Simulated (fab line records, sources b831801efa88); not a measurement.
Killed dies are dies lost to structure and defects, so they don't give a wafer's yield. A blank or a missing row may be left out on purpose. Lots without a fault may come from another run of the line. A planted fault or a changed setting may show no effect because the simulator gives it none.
Which tool did it? | flow sfq_line | 7 lots, 21 wafers sampled, at 1 step of a route of 325

WHAT THE GAUGES READ, wafer by wafer
SFQ_M1_OVL_MEAS_911.
lot  | measured     | on         | M1_OVL (nm)
L836 | day 16 00:20 | overlay-02 | 0 2 1
L838 | day 22 05:32 | overlay-01 | -8 -11 -11
L842 | day 25 02:04 | overlay-01 | -16 -16 -12
L846 | day 27 16:55 | overlay-02 | -2 -1 0
L849 | day 28 12:07 | overlay-02 | -10 -8 -18
L851 | day 28 15:43 | overlay-01 | 3 11 4
L857 | day 29 08:32 | overlay-02 | -1 5 6

WHICH TOOL RAN EACH LOT (tool, then ch and the chambers of the sampled wafers, then the start)
The record holds no process step before these readings.

THE ANSWER, worked out from the rows above alone
Rule: what is usual is taken from the lots themselves. Put in order of their means at a reading, lots are off if they are a third of the lots or fewer, leave a main group of 4 or more, and stand apart from it by a gap of 3 or more times the standard deviation of the main group's means; of several such gaps the widest counts. A main group whose means are all the same, to the digits that the tables above print for the reading, isn't used. A lot without any number at a reading at which 4 lots or more have one is off too. The other lots that the step has rows for count as sound.
No lot is off at any reading shown: from this, nothing can be told.

WHAT THE SIMULATOR HAD PUT IN
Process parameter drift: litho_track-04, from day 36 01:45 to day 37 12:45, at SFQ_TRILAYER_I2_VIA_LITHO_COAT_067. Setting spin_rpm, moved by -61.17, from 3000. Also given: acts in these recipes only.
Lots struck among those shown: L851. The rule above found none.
